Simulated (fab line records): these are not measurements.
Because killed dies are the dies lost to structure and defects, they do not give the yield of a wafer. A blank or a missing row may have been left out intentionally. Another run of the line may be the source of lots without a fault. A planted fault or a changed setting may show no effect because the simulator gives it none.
8D (eight disciplines) problem report, filled in by code || flow gf180mcu || the parts of the form that need people (team, actions taken, sign-off) are left out

## 1. THE PROBLEM
Wafers free of any fault read 1168.9 ohm/sq (standard deviation 2.7) for MVPSD_RS at GF_VT_IMPLANT_RS_MEAS_49, against a mean of 1193.4 ohm/sq on 6 wafers of 2 lots. Relative to the usual mean, that is a shift of +9.1 standard deviations.
The step: measures by four-point-probe.
Seen first at day 12 06:46 on film_metro-03, wafer L641.1. The record holds 39 wafers of 13 lots with a number at this step. By rule, "out" or "out of limits" means more than 4 standard deviations away from the usual mean. The other wafers with a number count as sound.

## 2. WHAT THIS IS AND IS NOT
{"question": "which readings at this step", "is": "MVPSD_RS", "is not": "-"}
{"question": "which lots", "is": "L641, L642", "is not": "L624, L626, L627, L628, L629, L630, L632, L634, L635, L646, L647"}
{"question": "which wafers of those lots", "is": "all that have a number", "is not": "-"}
{"question": "read on which gauges", "is": "film_metro-03", "is not": "film_metro-01, film_metro-04"}
{"question": "when", "is": "from day 12 06:46", "is not": "up to then (27 sound wafers); but 6 sound wafers of L646, L647 came after"}

## 3. WHAT RULES OUT EACH SUSPECT
Counting: a tool at any process step up to the reading remains a suspect when it ran all the lots that are out and ran no sound lot after the first of those.
- ruled out: the gauge at GF_VT_IMPLANT_RS_MEAS_49. All the wafers that are out were read on film_metro-03, but those of them that GF_MVPSD_IMPLANT_09 has rows for are out there too, on other tools.
- rie_si-02 at GF_STI_ETCH_14 (etches Si in HBr/Cl2/O2, target depth 360 nm, time 102.9 s): kept. It ran every lot that is out, first L641 (day 5 17:14), and no sound lot after that; its last sound lot up to then is L635 (day 4 10:28).
- implanter-03 at GF_MVPSD_IMPLANT_09: kept. It ran every lot that is out, first L641 (day 9 05:13), and no sound lot after that; its last sound lot up to then is L635 (day 7 18:10). Its own dose_ions_cm2, faraday_current_uA readings are out on those wafers.
Left after counting: rie_si-02 at GF_STI_ETCH_14, implanter-03 at GF_MVPSD_IMPLANT_09.

## 4. THE CAUSE (what the simulator had put in)
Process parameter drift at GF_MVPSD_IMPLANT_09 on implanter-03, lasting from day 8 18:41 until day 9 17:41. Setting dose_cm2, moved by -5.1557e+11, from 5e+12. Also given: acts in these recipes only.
After counting, 2 suspects remain, this tool included.

## 5. THE EFFECT CHAIN, in route order
Each row: a reading whose mean over the struck wafers that have a number lies more than 3 standard deviations from the usual. Only readings whose record carries a usual standard deviation are examined. hours: median over the lots of the time between each lot's start at the first step of this table that gives one and its start at this step. sigmas: the change, counted in usual standard deviations.
{"hours": 0, "step": "GF_MVPSD_IMPLANT_09", "reading": "dose_ions_cm2", "usual": 5e+12, "on struck wafers": 4e+12, "change": -5e+11, "sigmas": -95}
{"hours": 0, "step": "GF_MVPSD_IMPLANT_09", "reading": "faraday_current_uA", "usual": 28.3, "on struck wafers": 25.6, "change": -2.7, "sigmas": -5.1}
{"hours": 74, "step": "GF_VT_IMPLANT_RS_MEAS_49", "reading": "MVPSD_RS", "usual": "1168.9 ohm/sq", "on struck wafers": 1193.4, "change": "+24.5", "sigmas": "+9.1"}
It contains these process steps:
- GF_MVPSD_IMPLANT_09
At these later measuring or inspecting steps, every struck wafer for which the step has a row has a number for every such reading, and none has moved that far: GF_HV_LDD_OVL_MEAS_20, GF_HV_LDD_CD_MEAS_31.

## 6. WHAT WOULD HAVE CAUGHT IT SOONER
In this record the first reading out of limits at a measuring or inspecting step was taken at day 12 06:46, 84 hours after the fault began at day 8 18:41.
The tool's own readings at GF_MVPSD_IMPLANT_09 were out on every struck wafer that the step has a row for (dose_ions_cm2, faraday_current_uA): an alarm limit on them would have fired on the first of those.
By day 12 06:46, every lot that is out (2) had started GF_MVPSD_IMPLANT_09 on implanter-03. A hold on the tool at that time would have spared none of them.
